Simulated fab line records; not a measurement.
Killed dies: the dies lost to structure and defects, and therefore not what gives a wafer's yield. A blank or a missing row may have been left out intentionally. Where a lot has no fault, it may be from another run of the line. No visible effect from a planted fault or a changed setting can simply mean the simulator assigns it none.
2 desks, one fault || flow gf180mcu || every desk sees just its own numbers, and what lay behind them comes last

== METROLOGY DESK ==
Means of the sampled wafers that have a number, per lot and without regard to the tool the lot ran on: this is what the gauges read. If a lot's mean is further than 4 standard deviations from the usual mean, the lot is out of limits and carries the mark OUT (the distance appears in the brackets).
Columns: A = TOP_METAL_ALCU_RS at GF_TOP_METAL_RS_MEAS_05, usual 0.0327 ohm/sq; B = PASSIVATION_BOW at GF_PASSIVATION_BOW_MEAS_14, usual 137 um
{"lot": "L175", "first seen here": "day 27 10:35", "A": 0.0327, "B": 136}
{"lot": "L177", "first seen here": "day 27 21:46", "A": 0.0332, "B": 136}
{"lot": "L179", "first seen here": "day 28 15:25", "A": 0.0325, "B": 158}
{"lot": "L183", "first seen here": "day 29 18:53", "A": 0.0331, "B": 143}
{"lot": "L184", "first seen here": "day 30 02:02", "A": 0.0324, "B": 118}
{"lot": "L185", "first seen here": "day 30 15:38", "A": 0.0332, "B": 146}
{"lot": "L186", "first seen here": "day 30 18:37", "A": 0.0327, "B": 128}
{"lot": "L187", "first seen here": "day 31 01:29", "A": 0.0327, "B": 139}
{"lot": "L190", "first seen here": "day 31 19:20", "A": 0.0327, "B": 130}
{"lot": "L195", "first seen here": "day 33 02:35", "A": 0.0325, "B": 137}
{"lot": "L196", "first seen here": "day 33 06:58", "A": 0.0330, "B": 150}
{"lot": "L198", "first seen here": "day 33 21:08", "A": 0.0325, "B": 139}
Finding of this desk: none of the 12 lots has anything out of limits.

== DESK OF THE TOOL OWNER: pvdSputter-03 ==
The tool's own readings at GF_M3_SPUTTER_02 (material AlCu, target thk 450 nm, time 23.9 s): means of the sampled wafers that have a number, for each lot that ran on this tool. If a lot's mean is further than 4 standard deviations from the usual mean, the lot is out of limits and carries the mark OUT (the distance appears in the brackets).
Columns: A = chamberPressurePa at GF_M3_SPUTTER_02, usual 0.4001 Pa; B = throttleValvePct at GF_M3_SPUTTER_02, usual 30.1 %
{"lot": "L175", "first seen here": "day 20 12:16", "A": 0.3997, "B": 30.4}
{"lot": "L183", "first seen here": "day 23 10:04", "A": 0.4001, "B": 29.0}
{"lot": "L184", "first seen here": "day 23 14:45", "A": 0.4006, "B": 29.8}
{"lot": "L185", "first seen here": "day 24 07:19", "A": 0.3997, "B": 30.8}
{"lot": "L186", "first seen here": "day 24 13:43", "A": 0.4000, "B": 29.8}
{"lot": "L187", "first seen here": "day 24 21:26", "A": 0.4006, "B": 30.7}
Finding of this desk: none of the 6 lots has anything out of limits.

== BROUGHT TOGETHER ==
Metrology desk: nothing out of limits seen.
The desk of the tool owner found nothing out of limits.

== WHAT THE SIMULATOR HAD INSERTED ==
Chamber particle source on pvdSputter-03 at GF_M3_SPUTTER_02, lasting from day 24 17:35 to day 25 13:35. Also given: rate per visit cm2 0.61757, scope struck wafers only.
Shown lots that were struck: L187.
